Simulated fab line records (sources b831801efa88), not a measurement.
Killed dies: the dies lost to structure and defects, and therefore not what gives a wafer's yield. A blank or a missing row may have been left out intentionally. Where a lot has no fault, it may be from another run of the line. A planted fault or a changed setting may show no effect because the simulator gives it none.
Which tool did it? | flow sfq_line | 14 lots, 42 wafers sampled, at 6 steps of a route of 325

WHAT THE GAUGES SHOWED, per wafer
SFQ_I0_BOW_MEAS_907. Usual: for I0_BOW the level is 0 um and the standard deviation is 7.
lot  | measured     | on            | I0_BOW (um)   | flag
L781 | day 11 06:31 | film_metro-02 | -6 7 4        |
L782 | day 11 18:27 | film_metro-01 | -4 13 -6      |
L784 | day 12 05:34 | film_metro-02 | -10 -4 -8     |
L785 | day 12 21:19 | film_metro-04 | 10 -7 15      |
L786 | day 13 07:16 | film_metro-04 | 9 2 2         |
L787 | day 13 15:30 | film_metro-04 | -9 -11 -1     |
L789 | day 14 05:04 | film_metro-04 | 7 10 7        |
L790 | day 14 09:34 | film_metro-01 | 4 4 -1        |
L791 | day 14 17:04 | film_metro-04 | 5 1 7         |
L792 | day 14 17:55 | film_metro-01 | -1 8 2        |
L793 | day 14 23:55 | film_metro-04 | -9 13 3       |
L795 | day 15 04:43 | film_metro-04 | -3 -4 -5      |
L799 | day 17 18:07 | film_metro-02 | 2 -5 1 - - -  |
L800 | day 18 04:34 | film_metro-02 | 3 10 -7 - - - |

SFQ_C5_OVL_MEAS_937. Usual: for C5_OVL the level is 0 nm and the standard deviation is 5.
lot  | measured     | on         | C5_OVL (nm) | flag
L781 | day 72 08:23 | overlay-02 | 1 3 -4      |
L782 | day 73 14:28 | overlay-02 | 7 -1 5      |
L784 | day 75 07:16 | overlay-01 | 5 3 4       |
L785 | day 75 08:29 | overlay-01 | 2 -3 0      |
L786 | day 75 16:52 | overlay-02 | -8 -3 0     |
L787 | day 77 02:28 | overlay-02 | 3 8 5       |
L789 | day 77 06:05 | overlay-01 | -1 0 -1     |
L790 | day 77 08:29 | overlay-01 | 1 3 0       |
L791 | day 77 10:53 | overlay-01 | 0 7 7       |
L792 | day 77 12:05 | overlay-01 | 0 1 8       |
L793 | day 77 13:17 | overlay-01 | -8 -4 0     |
L795 | day 77 18:04 | overlay-01 | 0 0 -1      |
L799 | day 79 05:45 | overlay-01 | 1 -5 3      |
L800 | day 79 08:08 | overlay-01 | 2 -5 -1     |

SFQ_I6_BOW_MEAS_941. Usual: for I6_BOW the level is 7 um and the standard deviation is 10.
lot  | measured     | on            | I6_BOW (um) | flag
L781 | day 72 16:07 | film_metro-03 | -15 -1 -4   |
L782 | day 73 22:27 | film_metro-03 | -7 8 -11    |
L784 | day 75 15:00 | film_metro-03 | -1 5 1      |
L785 | day 75 16:48 | film_metro-01 | 24 6 29     |
L786 | day 76 00:24 | film_metro-02 | 21 12 15    |
L787 | day 77 13:11 | film_metro-03 | 2 0 10      |
L789 | day 77 17:16 | film_metro-03 | 13 15 14    |
L790 | day 77 22:14 | film_metro-03 | 5 5 0       |
L791 | day 77 23:16 | film_metro-02 | 18 14 22    |
L792 | day 78 01:13 | film_metro-03 | 14 22 17    |
L793 | day 78 02:16 | film_metro-01 | -4 18 9     |
L795 | day 78 05:13 | film_metro-01 | 6 5 4       |
L799 | day 80 05:54 | film_metro-03 | 16 7 14     |
L800 | day 80 07:38 | film_metro-03 | 4 10 -6     |

TOOL THAT RAN EACH LOT (tool first, then ch and the chambers of the sampled wafers, then the start)
lot  | SFQ_TRILAYER_I0_CMP_CMP_028   | SFQ_TRILAYER_I0_METRO_MEASURE_029 | SFQ_TRILAYER_I0_VIA_ETCH_VIA_ETCH_034
L781 | cmp-01 ch 1,2, day 11 03:27   | film_metro-02, day 11 07:10       | rie_diel-02 ch 2,3, day 16 04:28
L782 | cmp-01 ch 0,1,3, day 11 16:27 | film_metro-01, day 11 18:34       | rie_diel-04 ch 0,3, day 16 16:28
L784 | cmp-02 ch 0,2,3, day 12 02:34 | film_metro-02, day 12 05:41       | rie_diel-01 ch 0,1,2, day 17 08:04
L785 | cmp-01 ch 0,2,3, day 12 19:16 | film_metro-04, day 12 21:47       | rie_diel-02 ch 0,1,2, day 18 02:04
L786 | cmp-02 ch 1,2,3, day 13 04:46 | film_metro-04, day 13 07:23       | rie_diel-01 ch 0,1,2, day 18 06:59
L787 | cmp-01 ch 0,1,3, day 13 13:00 | film_metro-04, day 13 15:37       | rie_diel-04 ch 0,3, day 19 02:11
L789 | cmp-02 ch 0,1,2, day 14 03:32 | film_metro-04, day 14 05:33       | rie_diel-04 ch 0,3, day 19 18:59
L790 | cmp-01 ch 0,2,3, day 14 07:30 | film_metro-01, day 14 10:13       | rie_diel-02 ch 0,1,2, day 19 22:56
L791 | cmp-02 ch 1,2, day 14 14:02   | film_metro-04, day 14 17:33       | rie_diel-02 ch 1,3, day 20 07:17
L792 | cmp-01 ch 0,1, day 14 14:53   | film_metro-01, day 14 18:24       | rie_diel-01 ch 0,3, day 20 09:41
L793 | cmp-01 ch 0,2,3, day 14 21:53 | film_metro-04, day 15 00:24       | rie_diel-04 ch 0,3, day 20 19:17
L795 | cmp-02 ch 1,2,3, day 15 02:43 | film_metro-04, day 15 04:50       | rie_diel-04 ch 0,2,3, day 21 01:24
L799 | cmp-02 ch 0,3, day 17 15:04   | film_metro-02, day 17 22:03       | rie_diel-01 ch 2,3, day 24 02:16
L800 | cmp-02 ch 0,1,2, day 18 03:04 | film_metro-02, day 18 09:17       | rie_diel-02 ch 0,3, day 24 14:16
- SFQ_TRILAYER_I0_CMP_CMP_028: polishes SiO2.
- SFQ_TRILAYER_I0_METRO_MEASURE_029
- SFQ_TRILAYER_I0_VIA_ETCH_VIA_ETCH_034: etches SiO2 in CHF3, stops on Nb, target depth 260 nm.

AS READ BY THE TOOLS THEMSELVES (means over the sampled wafers that have a number; for cases with no such wafer, the mark the record gives instead)
SFQ_TRILAYER_I0_CMP_CMP_028. Usual: motor_current_A 9.8 A, standard deviation 0.86; slurry_filter_dp_kPa 13.51 kPa, standard deviation 0.14; slurry_flow_ml_min 150.1, standard deviation 0.49; time_to_endpoint_s 214 s, standard deviation 7.
lot  | tool   | motor_current_A (A) | slurry_filter_dp_kPa (kPa) | slurry_flow_ml_min | time_to_endpoint_s (s) | flag
L781 | cmp-01 | 8.9                 | 13.65                      | 149.5              | 215                    |
L782 | cmp-01 | 9.2                 | 13.48                      | 149.6              | 210                    |
L784 | cmp-02 | 10.6                | 13.58                      | 150.1              | 220                    |
L785 | cmp-01 | 9.6                 | 13.54                      | 149.9              | 228                    |
L786 | cmp-02 | 10.6                | 13.46                      | 150.2              | 207                    |
L787 | cmp-01 | 9.0                 | 13.64                      | 150.1              | 223                    |
L789 | cmp-02 | 10.2                | 13.48                      | 150.0              | 210                    |
L790 | cmp-01 | 9.3                 | 13.63                      | 150.0              | 215                    |
L791 | cmp-02 | 9.9                 | 13.35                      | 150.1              | 207                    |
L792 | cmp-01 | 8.3                 | 13.54                      | 150.3              | 216                    |
L793 | cmp-01 | 9.5                 | 13.44                      | 150.1              | 222                    |
L795 | cmp-02 | 10.5                | 13.49                      | 149.9              | 216                    |
L799 | cmp-02 | 10.8                | 13.54                      | 149.7              | 213                    |
L800 | cmp-02 | 10.2                | 13.54                      | 150.2              | 212                    |

SFQ_TRILAYER_I0_METRO_MEASURE_029. Usual: 199.7 nm for thk_nm, sd 0.89.
lot  | tool          | thk_nm (nm) | flag
L781 | film_metro-02 | 200.1       |
L782 | film_metro-01 | 200.1       |
L784 | film_metro-02 | 199.7       |
L785 | film_metro-04 | 199.4       |
L786 | film_metro-04 | 199.0       |
L787 | film_metro-04 | 197.8       |
L789 | film_metro-04 | 198.5       |
L790 | film_metro-01 | 199.3       |
L791 | film_metro-04 | 199.3       |
L792 | film_metro-01 | 200.3       |
L793 | film_metro-04 | 199.1       |
L795 | film_metro-04 | 200.2       |
L799 | film_metro-02 | 210.9       | OFF
L800 | film_metro-02 | 205.2       | OFF

SFQ_TRILAYER_I0_VIA_ETCH_VIA_ETCH_034. Usual: drypump_motor_current_A 5.7 A, standard deviation 0.34; oes_product_au 0.854 a.u., standard deviation 0.0051.
lot  | tool        | drypump_motor_current_A (A) | oes_product_au (a.u.) | flag
L781 | rie_diel-02 | 6.0                         | 0.852                 |
L782 | rie_diel-04 | 5.6                         | 0.854                 |
L784 | rie_diel-01 | 5.7                         | 0.859                 |
L785 | rie_diel-02 | 5.7                         | 0.853                 |
L786 | rie_diel-01 | 5.7                         | 0.849                 |
L787 | rie_diel-04 | 5.8                         | 0.854                 |
L789 | rie_diel-04 | 5.7                         | 0.854                 |
L790 | rie_diel-02 | 5.7                         | 0.855                 |
L791 | rie_diel-02 | 5.5                         | 0.851                 |
L792 | rie_diel-01 | 5.7                         | 0.858                 |
L793 | rie_diel-04 | 5.8                         | 0.854                 |
L795 | rie_diel-04 | 5.6                         | 0.854                 |
L799 | rie_diel-01 | 5.4                         | 0.880                 | OFF
L800 | rie_diel-02 | 6.1                         | 0.869                 |

THE ANSWER, worked out from the rows above alone
Rule: lot off if the mean of its wafers having a number is beyond 3 standard deviations from the usual mean. Also off: a lot with no number at a reading for which 4 or more lots have one. The other lots that the step has rows for count as sound. The gauges are gone through in route order, then the tools' own readings, and for those a lot's mean is taken as printed above. The first step at which some lot is off is used, and at that step the reading that is off furthest; a lot without a number counts as furthest.
Off: L799, L800 (SFQ_TRILAYER_I0_METRO_MEASURE_029, thk_nm).
A tool fits if, at that step or a process step before it, it ran every lot that is off, and no sound lot after the first of them. Can't be told from this: 2 tools fit, cmp-02 at SFQ_TRILAYER_I0_CMP_CMP_028, film_metro-02 at SFQ_TRILAYER_I0_METRO_MEASURE_029.

WHAT WAS PUT IN BY THE SIMULATOR
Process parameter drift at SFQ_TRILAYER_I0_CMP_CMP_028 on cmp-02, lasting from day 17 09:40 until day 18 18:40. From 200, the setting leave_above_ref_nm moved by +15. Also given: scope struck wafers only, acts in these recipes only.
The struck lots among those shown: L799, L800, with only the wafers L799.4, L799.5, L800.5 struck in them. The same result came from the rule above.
